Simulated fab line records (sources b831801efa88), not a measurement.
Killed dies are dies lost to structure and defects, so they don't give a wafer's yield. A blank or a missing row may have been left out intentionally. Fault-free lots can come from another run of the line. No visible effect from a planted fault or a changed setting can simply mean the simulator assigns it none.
Which tool is to blame? | flow sky130 | at 1 step of a route of 708, 6 lots with 18 wafers sampled

== WHAT THE GAUGES READ, wafer by wafer ==
SKY_VT_ADJUST_LVTN_TW_MEAS_21.
lot  | measured     | on           | VT_ADJUST_LVTN_2_TW
L592 | day 8 09:15  | filmMetro-02 | 189.5 188.9 188.7
L594 | day 9 05:46  | filmMetro-01 | 188.9 188.7 188.5
L596 | day 9 10:58  | filmMetro-01 | 188.9 188.4 189.4
L604 | day 11 11:26 | filmMetro-02 | 190.4 190.3 190.3
L609 | day 13 09:44 | filmMetro-02 | 188.6 187.1 188.1
L611 | day 14 08:59 | filmMetro-03 | 189.9 190.6 189.2

== EACH LOT AND THE TOOL THAT RAN IT (in order: tool; ch and the chambers of the sampled wafers; start) ==
No process step before these readings appears in the record.

== THE ANSWER, worked out from the rows above alone ==
Rule: the lots themselves supply what counts as usual. The widest of any qualifying gaps counts: lots, ordered by their means at a reading, are off when they make up no more than a third of the lots, leave a main group of 4 or more, and stand apart from it by 3 or more times the standard deviation of that group's means. A main group whose means are all the same, to the digits that the tables above print for the reading, isn't used. A lot without any number at a reading at which 4 lots or more have one is off too. Any other lot the step has rows for is counted as sound.
No lot is off at any reading shown: from this, nothing can be told.

== WHAT HAD BEEN PUT IN BY THE SIMULATOR ==
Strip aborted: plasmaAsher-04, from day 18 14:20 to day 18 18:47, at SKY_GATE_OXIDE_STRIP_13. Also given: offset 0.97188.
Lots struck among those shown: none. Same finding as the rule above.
